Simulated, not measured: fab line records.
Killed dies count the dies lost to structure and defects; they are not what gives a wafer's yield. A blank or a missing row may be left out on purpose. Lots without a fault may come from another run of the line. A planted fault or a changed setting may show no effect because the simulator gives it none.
2 desks, one fault	flow gf180mcu	each desk has only its own numbers; what lay behind them comes last

## AT THE METROLOGY DESK
Means of the sampled wafers that have a number, per lot and without regard to the tool the lot ran on: this is what the gauges read. If a lot's mean is further than 4 standard deviations from the usual mean, the lot is out of limits and carries the mark OUT (the distance appears in the brackets).
Columns: A = CONTACT_CVD_02_THK at GF_CONTACT_THK_MEAS_03, usual 858 nm
lot	first seen here	A
L788	day 15 13:14	841
L789	day 15 23:56	867
L790	day 16 11:05	839
L791	day 16 16:31	834
L792	day 17 05:28	874
L793	day 17 15:59	866
L795	day 18 03:16	864
L796	day 18 14:48	857
L797	day 19 01:01	864
L798	day 19 06:17	843
L801	day 20 07:02	861
L809	day 23 04:04	841
Result from this desk: across the 12 lots, nothing is out of limits.

## FOR THE TOOL OWNER'S DESK: cmp-02
The tool's own readings at GF_V1_CMP_04 (polishes SiO2): means of the sampled wafers that have a number, for each lot that ran on this tool. If a lot's mean is further than 4 standard deviations from the usual mean, the lot is out of limits and carries the mark OUT (the distance appears in the brackets).
Columns: A = motor_current_A at GF_V1_CMP_04, usual 11.7 A; B = retaining_ring_pressure_frac at GF_V1_CMP_04, usual 1.000; C = time_to_endpoint_s at GF_V1_CMP_04, usual 81 s
lot	first seen here	A	B	C
L788	day 17 13:35	12.9	1.003	82
L791	day 18 18:09	11.5	1.001	74
L796	day 20 18:20	11.8	0.999	84
L798	day 21 10:16	11.1	0.998	82
L801	day 22 09:25	13.1	0.999	63
Result from this desk: across the 5 lots, nothing is out of limits.

## BROUGHT TOGETHER
Nothing out of limits was seen by the metrology desk.
The tool owner's desk saw nothing out of limits.

## WHAT THE SIMULATOR HAD INSERTED
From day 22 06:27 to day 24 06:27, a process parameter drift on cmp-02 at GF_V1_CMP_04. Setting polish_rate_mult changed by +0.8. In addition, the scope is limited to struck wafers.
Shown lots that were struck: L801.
